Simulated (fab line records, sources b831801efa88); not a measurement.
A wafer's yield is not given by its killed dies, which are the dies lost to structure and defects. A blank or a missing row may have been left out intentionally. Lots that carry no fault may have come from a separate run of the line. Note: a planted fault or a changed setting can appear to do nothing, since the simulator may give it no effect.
Which tool is to blame?	flow sky130	at 1 step of a route of 708, 7 lots with 21 wafers sampled

## WHAT THE GAUGES SHOWED, per wafer
SKY_SD_N_RS_MEAS_16: measurement is done with a four-point probe.
lot	measured	on	SD_N_RS (ohm/sq)
L380	day 28 17:58	filmMetro-01	68.72 68.70 68.63
L383	day 29 17:46	filmMetro-02	68.38 68.67 68.53
L387	day 31 07:18	filmMetro-03	68.40 68.46 68.50
L393	day 32 23:19	filmMetro-03	68.52 68.60 68.44
L396	day 33 19:37	filmMetro-03	68.26 68.52 68.31
L397	day 34 15:55	filmMetro-02	68.44 68.28 68.35
L401	day 35 12:02	filmMetro-03	68.34 68.67 68.47

## WHAT TOOL EACH LOT RAN ON (gives the tool, then ch and the chambers of the sampled wafers, and finally the start)
No process step before these readings appears in the record.

## THE ANSWER, worked out from the rows above alone
Rule: usual is defined by the lots themselves. The widest of any qualifying gaps counts: lots, ordered by their means at a reading, are off when they make up no more than a third of the lots, leave a main group of 4 or more, and stand apart from it by 3 or more times the standard deviation of that group's means. The tables above print the reading to a certain number of digits; a main group whose means all agree to those digits is not used. A lot without any number at a reading at which 4 lots or more have one is off too. Any other lot the step has rows for is counted as sound.
None of the lots is off at any reading shown; this tells nothing.

## WHAT HAD BEEN PUT IN BY THE SIMULATOR
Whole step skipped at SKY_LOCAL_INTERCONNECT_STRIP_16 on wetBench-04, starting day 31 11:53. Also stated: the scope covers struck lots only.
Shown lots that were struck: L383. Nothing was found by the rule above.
